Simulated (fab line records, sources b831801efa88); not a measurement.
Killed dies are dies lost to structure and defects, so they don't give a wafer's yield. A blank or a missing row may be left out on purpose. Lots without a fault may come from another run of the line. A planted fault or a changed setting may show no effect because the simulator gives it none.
A struck lot beside a sound one | flow sky130 | 22 steps out of a route of 708
Sound: wafers L113.1, L113.2, L113.6. Struck: wafer L102.6. (L102.2, L102.4 of the same lot were not struck and are left out.) The cause comes at the end.
At each step with rows: each side's tool, then ch and its chambers, then its first start. Under that, the readings that differ: sound wafers | struck wafers | difference of the means | sigmas: that difference in standard deviations of wafers without a fault.
alike: readings whose means differ by less than 2 such deviations, and words and numbers that are the same on both sides. not compared: withheld readings, readings that some wafer has no value for, bounds like >300 that may hide the same value, and numbers for which the record gives no deviation and whose values overlap.
The two part at a step that has a row with sigmas, a row that says differs or no value, or rows on one side only. Numbers that don't overlap but have no deviation are shown without sigmas and don't part them. A reading that every wafer of one side lacks parts them only if that side has two wafers or more.

SKY_VIA4_RS_MEAS_19: measures by four-point-probe.
  sound on film_metro-01, day 48 09:58; struck on film_metro-01, day 46 01:41
  alike: VIA4_W_RS
SKY_VIA4_THK_MEAS_20: measures by xrf.
  sound on film_metro-01, day 48 10:05; struck on film_metro-01, day 46 01:47
  alike: VIA4_W_THK
SKY_VIA4_CMP_21: polishes, stops on SiO2, t overpolish 25 s, target thk 0 nm.
  sound on cmp-02 ch 1,2,3, day 48 10:15; struck on cmp-02 ch 0, day 46 01:50
  alike: motor_current_A, overpolish_run_s, time_to_endpoint_s
SKY_METAL5_SPUTTER_00: material Ti, target thk 15 nm, time 10 s.
  sound on pvd_sputter-04, day 48 10:27; struck on pvd_sputter-04, day 46 02:08
  alike: throttle_valve_pct
SKY_METAL5_SPUTTER_01: material TiN, target thk 20 nm, time 16.7 s.
  sound on pvd_sputter-04, day 48 10:28; struck on pvd_sputter-04, day 46 02:10
  alike: throttle_valve_pct
then, 1 step without rows for these wafers: SKY_METAL5_SPUTTER_02 (material AlCu, target thk 1150 nm, time 61.2 s).
SKY_METAL5_SPUTTER_03: material Ti, target thk 5 nm, time 3.3 s.
  sound on pvd_sputter-04, day 48 10:33; struck on pvd_sputter-04, day 46 02:14
  alike: throttle_valve_pct
SKY_METAL5_SPUTTER_04: material TiN, target thk 70 nm, time 58.3 s.
  sound on pvd_sputter-04, day 48 10:34; struck on pvd_sputter-04, day 46 02:16
  alike: throttle_valve_pct
SKY_METAL5_RS_MEAS_05: measures by four-point-probe.
  sound on film_metro-04, day 48 10:37; struck on film_metro-02, day 46 02:20
  alike: METAL5_ALCU_RS
SKY_METAL5_THK_MEAS_06: measures by xrf.
  sound on film_metro-04, day 48 10:44; struck on film_metro-02, day 46 02:26
  alike: METAL5_ALCU_THK
then, 2 steps without rows for these wafers: SKY_METAL5_DEHYDRATE_07 (time 60 s); SKY_METAL5_HMDS_08 (prime time 60 s).
SKY_METAL5_COAT_09: resist thk 1800 nm.
  sound on litho_track-02 ch 0, day 48 20:46; struck on litho_track-01 ch 0, day 46 12:38
  reading                                     | sound          | struck | difference | sigmas
  model.NOVOLAK_of_METAL5_COAT_09.thk_nm (nm) | 1798 1801 1806 | 1914   | +112       |
then, 4 steps without rows for these wafers: SKY_METAL5_SOFTBAKE_10 (time 60 s); SKY_METAL5_EXPOSE_11 (exposes mask MM5, target cd 1600 nm); SKY_METAL5_PEB_12; SKY_METAL5_DEVELOP_13 (develop time 60 s).
SKY_METAL5_DESCUM_14: chemistry O2, time 11 s.
  sound on rie_metal-03 ch 0, day 49 05:46; struck on rie_metal-01 ch 1, day 46 23:14
  reading                 | sound          | struck | difference | sigmas
  model.METAL5.cd_nm (nm) | 1598 1600 1600 | 1612   | +13        |
  alike: drypump_motor_current_A, oes_product_au
  not compared: rf_hours_counter_h
SKY_METAL5_METAL_ETCH_15: etches the open film in Cl2/BCl3, stops on SiO2, target depth 1260 nm, time 252 s.
  sound on rie_metal-03 ch 0, day 49 05:50; struck on rie_metal-01 ch 1, day 46 23:16
  reading                                     | sound          | struck | difference | sigmas
  model.NOVOLAK_of_METAL5_COAT_09.thk_nm (nm) | 1022 1019 1022 | 1138   | +117       |
  model.METAL5.cd_nm (nm)                     | 1597 1603 1604 | 1615   | +14        |
  alike: bcl3_flow_sccm, drypump_motor_current_A, oes_product_au, throttle_valve_pct
  not compared: rf_hours_counter_h
SKY_METAL5_STRIP_16: strips in O2/N2.
  sound on plasma_asher-02 ch 0,1, day 49 06:18; struck on plasma_asher-02 ch 1, day 46 23:30
  reading                      | sound             | struck | difference | sigmas
  strip_time_to_endpoint_s (s) | 12.92 12.88 12.92 | 14.26  | +1.35      | +10
  alike: drypump_motor_current_A, oes_product_au
  not compared: rf_hours_counter_h
then, 1 step without rows for these wafers: SKY_METAL5_STRIP_17 (strips in post etch residue remover, time 1200 s).
SKY_PAD_OPEN_PROBE_99:
  sound on prober-02, day 50 17:28; struck on prober-01, day 48 18:35
  reading            | sound    | struck | difference | sigmas
  killed_at_M0_to_M3 | 40 36 35 | 52     | +15        | +2
  killed_open        | 37 38 40 | 55     | +17        | +2
  alike: defect_limited_yield, killed_at_M4_up, killed_at_contacts, killed_at_front_end, killed_at_other, killed_dies, killed_on_rim, killed_short, sort_bin_3_pad_short, sort_bin_5_function, sort_bin_6_memory, sort_n_pass, sort_yield_pct

WHERE THEY PART
First at SKY_METAL5_STRIP_16; last, within this record, at SKY_PAD_OPEN_PROBE_99.

WHY: what the simulator had put in
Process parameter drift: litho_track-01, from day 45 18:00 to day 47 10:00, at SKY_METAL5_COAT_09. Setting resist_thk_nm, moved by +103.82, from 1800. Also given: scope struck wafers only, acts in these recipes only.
